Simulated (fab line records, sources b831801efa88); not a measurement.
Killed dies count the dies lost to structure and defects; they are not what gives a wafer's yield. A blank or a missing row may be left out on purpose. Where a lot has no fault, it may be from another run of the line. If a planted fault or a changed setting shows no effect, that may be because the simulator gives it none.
fab line records ; flow gf180mcu
record: lots: 5; wafers: 15; lastDay: 33
route steps=602 shown M2@370 V2@382
lots untouched by any fault: they come from a run of this same line in which no faults occurred
startH: start of the lot's first displayed wafer, in hours after the record's first day ; waitH: time in hours since the lot's previous step ; " unchanged from the row above ; L1.1+2: a row that stands for several wafers ; - no value present, or no start provided ; * or withheld: withheld ; < > ~ a bound
route shown NAME@n: a module of which the file shows steps, and the number in the route of the first ; usual: mean and standard deviation over wafers with no fault ; same: alike in all rows ; chamber/n: place in a boat ; sites: the reading at each site ; _std_site: the standard deviation of these ; _edge_site: the outer-site mean with the inner-site mean subtracted ; radiusMm: for every site, how far away it sits from the centre of the wafer ; mask NAME#n: copy n ; behind: tool/chamber where the wafer was last shaped ; hold: why the lot went on hold/how many hours it stayed there/how the hold came to an end ; device: the transistor (n, p or np) that didn't switch ; end of line: tests run on the same wafers once the route is complete ; step lacking rows: just its recipe ; killed: not the wafer's yield, but the dies lost to structure and defects at the first sort ; map: a wafer's dies, x killed, . not, _ none there
set.NAME: the setting the step ran with; set.NAME@STEP: the setting that earlier step ran with ; model.NAME: the simulator's own value behind a step, which no gauge read
lots at selected steps of the route; one table per step, one row per wafer
services: from which hour (startH, from the record's first day; less than 0 if before it) a tool's chamber was out of use, for how many hours, and why
== steps ==
step: GF_M2_HMDS_08
recipe: primeTimeS: 60; primeTempC: 120
lot.wafer;tool;chamber;startH;waitH
L074.1+3+6;lithoTrack-04;0;423.99;0.1
L085.4+5+6;lithoTrack-03;0;531.38;0.1
L089.1+3+4;lithoTrack-01;0;558.10;0.1
L090.3+4+6;lithoTrack-03;0;560.90;0.1
L093.3+4+6;lithoTrack-04;0;585.94;0.1
step: GF_M2_COAT_09
recipe: resist: KrF; spinRpm: withheld; resistThkNm: 1000
lot.wafer;tool;chamber;startH;waitH
L074.1+3+6;lithoTrack-04;0;424.14;0.1
L085.4+5+6;lithoTrack-03;0;531.53;0.1
L089.1+3+4;lithoTrack-01;0;558.25;0.1
L090.3+4+6;lithoTrack-03;0;561.05;0.1
L093.3+4+6;lithoTrack-04;0;586.09;0.1
step: GF_M2_SOFTBAKE_10
recipe: tempC: 130; timeS: 60; resist: KrF
lot.wafer;tool;chamber;startH;waitH
L074.1+3+6;lithoTrack-04;0;424.29;0.1
L085.4+5+6;lithoTrack-03;0;531.68;0.1
L089.1+3+4;lithoTrack-01;0;558.40;0.1
L090.3+4+6;lithoTrack-03;0;561.20;0.1
L093.3+4+6;lithoTrack-04;0;586.24;0.1
step: GF_M2_EXPOSE_11
recipe: maskId: Metal2; targetCdNm: 280; na: 0.68; sourceShape: conventional; sigmaOuter: 0.6; doseMj: 28
lot.wafer;tool;chamber;startH;waitH;mask
L074.1+3+6;krfScanner-01;0;-;-;Metal2#0
L085.4+5+6;krfScanner-02;0;-;-;Metal2#0
L089.1+3+4;krfScanner-01;0;-;-;Metal2#0
L090.3+4+6;krfScanner-02;0;-;-;Metal2#0
L093.3+4+6;krfScanner-02;0;-;-;Metal2#0
step: GF_M2_PEB_12
recipe: pebTempC: 135; pebTimeS: 90; resist: KrF
lot.wafer;tool;chamber;startH;waitH
L074.1+3+6;lithoTrack-01;0;-;-
L085.4+5+6;lithoTrack-03;0;-;-
L089.1+3+4;lithoTrack-03;0;-;-
L090.3+4+6;lithoTrack-01;0;-;-
L093.3+4+6;lithoTrack-03;0;-;-
step: GF_M2_DEVELOP_13
recipe: developTimeS: 60; devTempC: 21
lot.wafer;tool;chamber;startH;waitH
L074.1+3+6;lithoTrack-01;0;436.70;0.2
L085.4+5+6;lithoTrack-03;0;543.33;0.1
L089.1+3+4;lithoTrack-03;0;569.15;0.2
L090.3+4+6;lithoTrack-01;0;581.20;0.1
L093.3+4+6;lithoTrack-03;0;596.60;0.1
step: GF_M2_CD_MEAS_14
recipe: targetCdNm: 280
usual: cdNm: 279.6/1.2
lot.wafer;tool;chamber;startH;waitH;cdNm
L074.1;cdSem-01;-;436.85;0.1;276.9
L074.3;cdSem-01;-;436.85;0.1;277.9
L074.6;cdSem-01;-;436.85;0.1;277.9
L085.4;cdSem-02;-;543.46;0.1;279.5
L085.5;cdSem-02;-;543.46;0.1;279.6
L085.6;cdSem-02;-;543.46;0.1;279.6
L089.1;cdSem-01;-;569.30;0.1;278.6
L089.3;cdSem-01;-;569.30;0.1;281.1
L089.4;cdSem-01;-;569.30;0.1;279.4
L090.3;cdSem-02;-;581.34;0.1;280.2
L090.4;cdSem-02;-;581.34;0.1;280.9
L090.6;cdSem-02;-;581.34;0.1;279.5
L093.3;cdSem-01;-;596.74;0.1;281.4
L093.4;cdSem-01;-;596.74;0.1;280.6
L093.6;cdSem-01;-;596.74;0.1;280.6
step: GF_M2_OVL_MEAS_15
usual: M2_OVL: -1/5.3
lot.wafer;tool;chamber;startH;waitH;M2_OVL[nm]
L074.1;overlay-02;-;436.97;0.1;1
L074.3;overlay-02;-;436.97;0.1;0
L074.6;overlay-02;-;436.97;0.1;0
L085.4;overlay-02;-;543.54;0.1;-3
L085.5;overlay-02;-;543.54;0.1;-5
L085.6;overlay-02;-;543.54;0.1;1
L089.1;overlay-01;-;569.42;0.1;-2
L089.3;overlay-01;-;569.42;0.1;6
L089.4;overlay-01;-;569.42;0.1;6
L090.3;overlay-02;-;581.43;0.1;-2
L090.4;overlay-02;-;581.43;0.1;-4
L090.6;overlay-02;-;581.43;0.1;4
L093.3;overlay-02;-;596.83;0.1;4
L093.4;overlay-02;-;596.83;0.1;1
L093.6;overlay-02;-;596.83;0.1;2
step: GF_M2_METAL_ETCH_16
recipe: chemistry: Cl2/BCl3; maskMaterial: KrF; targetDepthNm: 750.8; stopOn: SiO2; pressureMtorr: 8; icpW: 800; biasW: 140; Cl2_flow_sccm: 80; bcl3FlowSccm: 40; timeS: 125.1
usual: chamberPressureMTorr: 8.001/0.0071; drypumpMotorCurrentA: 5.62/0.25; oesProductAu: 0.989/0.0071; throttleValvePct: 28.230/0.011
lot.wafer;tool;chamber;startH;waitH;chamberPressureMTorr;drypumpMotorCurrentA;oesProductAu;rfHoursCounterH;throttleValvePct
L074.1;rieMetal-02;1;437.01;0.0;8.006;5.81;0.990;7;28.222
L074.3;rieMetal-02;1;437.01;0.0;8.000;5.84;0.987;-;28.215
L074.6;rieMetal-02;0;437.01;0.0;7.998;5.44;0.990;-;28.238
L085.4;rieMetal-03;1;543.60;0.1;8.004;5.57;0.991;-;28.237
L085.5;rieMetal-03;0;543.60;0.1;8.007;5.96;0.999;-;28.238
L085.6;rieMetal-03;1;543.60;0.1;8.005;5.59;0.991;-;28.225
L089.1;rieMetal-03;1;569.46;0.0;8.007;5.59;0.996;8;28.228
L089.3;rieMetal-03;1;569.46;0.0;8.003;5.59;0.991;-;28.228
L089.4;rieMetal-03;1;569.46;0.0;7.997;5.61;0.999;-;28.211
L090.3;rieMetal-02;1;581.50;0.1;8.003;5.82;0.988;-;28.234
L090.4;rieMetal-02;0;581.50;0.1;8.009;5.48;0.977;-;28.239
L090.6;rieMetal-02;0;581.50;0.1;8.009;5.42;0.980;-;28.252
L093.3;rieMetal-03;0;596.90;0.1;7.986;5.96;1.001;-;28.232
L093.4;rieMetal-03;1;596.90;0.1;8.003;5.61;0.989;-;28.238
L093.6;rieMetal-03;0;596.90;0.1;8.006;5.97;1.000;-;28.240
step: GF_M2_STRIP_17
recipe: chemistry: O2/N2; powerW: 1400; pressureMtorr: 1500; platenTempC: 250; o2FlowSccm: 3000; n2FlowSccm: 300; overashFraction: 0.5
usual: chamberPressureMTorr: 1500.1/1.3; drypumpMotorCurrentA: 5.83/0.14; heaterPowerW: 318/23; oesProductAu: 0.537/0.0053; stripTimeToEndpointS: 7.38/0.065
lot.wafer;tool;chamber;startH;waitH;chamberPressureMTorr;drypumpMotorCurrentA;heaterPowerW;oesProductAu;rfHoursCounterH;stripTimeToEndpointS
L074.1;plasmaAsher-03;1;437.14;0.1;1498.6;5.81;305;0.542;1;7.40
L074.3;plasmaAsher-03;1;437.14;0.1;1500.9;5.80;313;0.534;-;7.37
L074.6;plasmaAsher-03;0;437.14;0.1;1500.6;6.02;315;0.537;-;7.46
L085.4;plasmaAsher-03;1;543.72;0.1;1502.1;5.83;308;0.528;-;7.36
L085.5;plasmaAsher-03;0;543.72;0.1;1502.8;6.01;321;0.532;-;7.34
L085.6;plasmaAsher-03;1;543.72;0.1;1499.3;5.79;309;0.527;-;7.34
L089.1;plasmaAsher-01;0;569.72;0.2;1498.8;5.99;276;0.535;95;7.32
L089.3;plasmaAsher-01;0;569.72;0.2;1500.1;5.98;275;0.535;-;7.36
L089.4;plasmaAsher-01;1;569.72;0.2;1502.3;5.87;342;0.539;-;7.35
L090.3;plasmaAsher-02;0;581.62;0.1;1499.0;5.65;340;0.542;-;7.43
L090.4;plasmaAsher-02;1;581.62;0.1;1500.9;5.62;335;0.542;-;7.46
L090.6;plasmaAsher-02;0;581.62;0.1;1497.1;5.63;337;0.544;-;7.48
L093.3;plasmaAsher-03;0;597.02;0.1;1500.4;6.02;325;0.524;-;7.30
L093.4;plasmaAsher-03;1;597.02;0.1;1499.7;5.81;311;0.537;-;7.29
L093.6;plasmaAsher-03;0;597.02;0.1;1500.5;6.00;318;0.524;-;7.32
step: GF_M2_STRIP_18
recipe: chemistry: postEtchResidueRemover; timeS: 1200; tempC: 72.5
usual: bathHeatDutyPct: 14.4/1.6
lot.wafer;tool;chamber;startH;waitH;bathHeatDutyPct
L074.1;wetBench-03;3;437.24;0.1;11.9
L074.3;wetBench-03;3;437.24;0.1;12.1
L074.6;wetBench-03;3;437.24;0.1;12.5
L085.4;wetBench-02;3;543.79;0.0;17.3
L085.5;wetBench-02;3;543.79;0.0;16.3
L085.6;wetBench-02;3;543.79;0.0;16.2
L089.1;wetBench-02;2;569.82;0.1;15.9
L089.3;wetBench-02;2;569.82;0.1;16.0
L089.4;wetBench-02;2;569.82;0.1;14.7
L090.3;wetBench-04;0;581.68;0.0;11.7
L090.4;wetBench-04;0;581.68;0.0;11.5
L090.6;wetBench-04;0;581.68;0.0;11.5
L093.3;wetBench-04;2;597.09;0.0;14.0
L093.4;wetBench-04;2;597.09;0.0;15.2
L093.6;wetBench-04;2;597.09;0.0;15.2
step: GF_M2_CLEAN_19
recipe: chemistry: DIW; dry: n2Spin
lot.wafer;tool;chamber;startH;waitH
L074.1+3+6;wetBench-02;1;437.58;0.0
L085.4+5+6;wetBench-04;2;544.13;0.0
L089.1+3+4;wetBench-03;2;570.16;0.0
L090.3+4+6;wetBench-04;2;582.03;0.0
L093.3+4+6;wetBench-03;2;597.43;0.0
step: GF_V2_CVD_00
recipe: material: SiO2; targetThkNm: 600; sigmaOpenFrac: 0.3; tempC: 400; timeS: 100; sih4FlowSccm: 60; pressureMtorr: 6
usual: sih4FlowSccm: 60.00/0.17
lot.wafer;tool;chamber;startH;waitH;sih4FlowSccm
L074.1;hdpcvd-02;1;437.67;0.0;59.87
L074.3;hdpcvd-02;2;437.67;0.0;60.20
L074.6;hdpcvd-02;0;437.67;0.0;60.05
L085.4;hdpcvd-01;1;544.28;0.0;59.94
L085.5;hdpcvd-01;0;544.28;0.0;60.04
L085.6;hdpcvd-01;2;544.28;0.0;60.20
L089.1;hdpcvd-01;1;570.25;0.0;59.78
L089.3;hdpcvd-01;0;570.25;0.0;60.29
L089.4;hdpcvd-01;1;570.25;0.0;59.96
L090.3;hdpcvd-01;1;582.12;0.0;60.05
L090.4;hdpcvd-01;0;582.12;0.0;59.86
L090.6;hdpcvd-01;1;582.12;0.0;60.11
L093.3;hdpcvd-01;1;597.52;0.0;59.81
L093.4;hdpcvd-01;0;597.52;0.0;60.22
L093.6;hdpcvd-01;2;597.52;0.0;60.36
step: GF_V2_THK_MEAS_01
recipe: reads: SiO2_of_V2_CVD_00
usual: V2_CVD_00_THK: 598/5.7
lot.wafer;tool;chamber;startH;waitH;V2_CVD_00_THK[nm]
L074.1;filmMetro-04;-;437.74;0.0;589
L074.3;filmMetro-04;-;437.74;0.0;590
L074.6;filmMetro-04;-;437.74;0.0;594
L085.4;filmMetro-02;-;544.35;0.0;599
L085.5;filmMetro-02;-;544.35;0.0;605
L085.6;filmMetro-02;-;544.35;0.0;593
L089.1;filmMetro-03;-;570.32;0.0;592
L089.3;filmMetro-03;-;570.32;0.0;595
L089.4;filmMetro-03;-;570.32;0.0;589
L090.3;filmMetro-04;-;582.21;0.1;596
L090.4;filmMetro-04;-;582.21;0.1;600
L090.6;filmMetro-04;-;582.21;0.1;596
L093.3;filmMetro-04;-;597.61;0.1;602
L093.4;filmMetro-04;-;597.61;0.1;601
L093.6;filmMetro-04;-;597.61;0.1;593
step: GF_V2_CVD_02
recipe: material: SiO2; targetThkNm: 850; precursor: TEOS; tempC: 400; timeS: 94.851; rfW: 600
usual: heaterPowerOuterW: 351/66; heaterPowerW: 625/90
lot.wafer;tool;chamber;startH;waitH;heaterPowerOuterW;heaterPowerW
L074.1;pecvd-04;1;437.80;0.1;476;798
L074.3;pecvd-04;2;437.80;0.1;433;694
L074.6;pecvd-04;0;437.80;0.1;246;472
L085.4;pecvd-04;2;544.42;0.1;387;646
L085.5;pecvd-04;1;544.42;0.1;487;776
L085.6;pecvd-04;0;544.42;0.1;311;544
L089.1;pecvd-03;0;570.38;0.1;272;513
L089.3;pecvd-03;2;570.38;0.1;296;567
L089.4;pecvd-03;0;570.38;0.1;308;546
L090.3;pecvd-01;2;582.25;0.0;351;560
L090.4;pecvd-01;2;582.25;0.0;391;609
L090.6;pecvd-01;0;582.25;0.0;356;665
L093.3;pecvd-03;2;597.65;0.0;297;553
L093.4;pecvd-03;0;597.65;0.0;319;565
L093.6;pecvd-03;2;597.65;0.0;319;577
step: GF_V2_THK_MEAS_03
recipe: reads: SiO2_of_V2_CVD_02
usual: V2_CVD_02_THK: 851/12
lot.wafer;tool;chamber;startH;waitH;V2_CVD_02_THK[nm]
L074.1;filmMetro-03;-;437.87;0.0;837
L074.3;filmMetro-03;-;437.87;0.0;839
L074.6;filmMetro-03;-;437.87;0.0;876
L085.4;filmMetro-03;-;544.48;0.0;854
L085.5;filmMetro-03;-;544.48;0.0;854
L085.6;filmMetro-03;-;544.48;0.0;869
L089.1;filmMetro-04;-;570.45;0.0;856
L089.3;filmMetro-04;-;570.45;0.0;837
L089.4;filmMetro-04;-;570.45;0.0;876
L090.3;filmMetro-02;-;582.34;0.1;850
L090.4;filmMetro-02;-;582.34;0.1;861
L090.6;filmMetro-02;-;582.34;0.1;860
L093.3;filmMetro-03;-;597.74;0.1;834
L093.4;filmMetro-03;-;597.74;0.1;875
L093.6;filmMetro-03;-;597.74;0.1;855
step: GF_V2_CMP_04
recipe: material: SiO2; downForcePsi: 4; platenRpm: 60; padVelocityMS: 0.94248
usual: motorCurrentA: 12.0/1.3; timeToEndpointS: 80/5.8
lot.wafer;tool;chamber;startH;waitH;motorCurrentA;timeToEndpointS
L074.3;cmp-01;0;438.03;0.1;10.8;75
L074.1;cmp-01;1;438.03;0.1;14.2;76
L074.6;cmp-01;3;438.03;0.1;12.8;88
L085.4;cmp-01;3;544.61;0.1;12.9;82
L085.5;cmp-01;1;544.61;0.1;13.1;84
L085.6;cmp-01;2;544.61;0.1;10.2;91
L089.3;cmp-01;1;570.51;0.0;13.7;78
L089.4;cmp-01;2;570.51;0.0;10.4;87
L089.1;cmp-01;0;570.51;0.0;10.9;80
L090.4;cmp-01;1;582.43;0.1;13.8;83
L090.3;cmp-01;2;582.43;0.1;10.2;80
L090.6;cmp-01;0;582.43;0.1;11.4;83
L093.3;cmp-02;1;597.78;0.0;11.2;69
L093.4;cmp-02;0;597.78;0.0;12.5;92
L093.6;cmp-02;1;597.78;0.0;11.4;76
step: GF_V2_BOW_MEAS_05
recipe: mode: bow
usual: V2_BOW: 98/8.6
lot.wafer;tool;chamber;startH;waitH;V2_BOW[um]
L074.1;filmMetro-03;-;438.23;0.1;100
L074.3;filmMetro-03;-;438.23;0.1;108
L074.6;filmMetro-03;-;438.23;0.1;83
L085.4;filmMetro-03;-;544.87;0.2;88
L085.5;filmMetro-03;-;544.87;0.2;102
L085.6;filmMetro-03;-;544.87;0.2;91
L089.1;filmMetro-04;-;570.81;0.1;94
L089.3;filmMetro-04;-;570.81;0.1;103
L089.4;filmMetro-04;-;570.81;0.1;92
L090.3;filmMetro-04;-;582.72;0.2;100
L090.4;filmMetro-04;-;582.72;0.2;98
L090.6;filmMetro-04;-;582.72;0.2;100
L093.3;filmMetro-02;-;598.12;0.3;110
L093.4;filmMetro-02;-;598.12;0.3;102
L093.6;filmMetro-02;-;598.12;0.3;110
step: GF_V2_DEHYDRATE_06
recipe: tempC: 200; timeS: 60
lot.wafer;tool;chamber;startH;waitH
L074.1+3+6;lithoTrack-04;0;449.94;11.7
L085.4+5+6;lithoTrack-01;0;555.07;10.2
L089.1+3+4;lithoTrack-04;0;581.14;10.3
L090.3+4+6;lithoTrack-04;0;592.24;9.5
L093.3+4+6;lithoTrack-04;0;608.54;10.4
step: GF_V2_HMDS_07
recipe: primeTimeS: 60; primeTempC: 120
lot.wafer;tool;chamber;startH;waitH
L074.1+3+6;lithoTrack-04;0;450.09;0.1
L085.4+5+6;lithoTrack-01;0;555.22;0.1
L089.1+3+4;lithoTrack-04;0;581.29;0.1
L090.3+4+6;lithoTrack-04;0;592.39;0.1
L093.3+4+6;lithoTrack-04;0;608.69;0.1
step: GF_V2_COAT_08
recipe: resist: BARC; tempC: withheld; timeS: withheld; spinRpm: withheld; resistThkNm: withheld
lot.wafer;tool;chamber;startH;waitH
L074.1+3+6;lithoTrack-04;0;450.24;0.1
L085.4+5+6;lithoTrack-01;0;555.37;0.1
L089.1+3+4;lithoTrack-04;0;581.44;0.1
L090.3+4+6;lithoTrack-04;0;592.54;0.1
L093.3+4+6;lithoTrack-04;0;608.84;0.1
step: GF_V2_COAT_09
recipe: resist: KrF; spinRpm: withheld; resistThkNm: 1000
lot.wafer;tool;chamber;startH;waitH
L074.1+3+6;lithoTrack-04;0;-;-
L085.4+5+6;lithoTrack-01;0;-;-
L089.1+3+4;lithoTrack-04;0;-;-
L090.3+4+6;lithoTrack-04;0;-;-
L093.3+4+6;lithoTrack-04;0;-;-
step: GF_V2_SOFTBAKE_10
recipe: tempC: 130; timeS: 60; resist: KrF
lot.wafer;tool;chamber;startH;waitH
L074.1+3+6;lithoTrack-04;0;-;-
L085.4+5+6;lithoTrack-01;0;-;-
L089.1+3+4;lithoTrack-04;0;-;-
L090.3+4+6;lithoTrack-04;0;-;-
L093.3+4+6;lithoTrack-04;0;-;-
== services ==
tool;chamber;startH;hours;kind
cmp-01;-;404.00;4.0;pm
krfScanner-01;-;404.34;4.4;pm
krfScanner-01;-;416.09;0.8;pm
plasmaAsher-03;-;421.25;9.0;pm
plasmaAsher-03;-;424.39;1.2;repair
pecvd-03;2;431.83;14.3;repair
plasmaAsher-03;-;452.15;2.8;repair
cmp-01;-;472.05;0.4;repair
cmp-01;-;476.36;2.2;repair
wetBench-03;-;480.19;22.1;repair
krfScanner-02;-;494.77;1.0;pm
krfScanner-02;-;495.77;4.0;pm
pecvd-04;-;507.85;6.0;pm
pecvd-03;0;512.72;28.4;repair
pecvd-04;2;514.57;15.0;repair
pecvd-03;1;517.25;6.8;repair
krfScanner-02;-;530.90;0.8;pm
krfScanner-02;-;543.97;1.3;pm
rieMetal-03;0;545.77;13.8;repair
rieMetal-03;-;547.18;0.4;repair
rieMetal-03;1;548.58;8.8;repair
krfScanner-02;-;561.37;9.4;repair
cmp-01;-;564.45;3.0;repair
wetBench-03;-;564.70;1.8;repair
== key ==
fault none
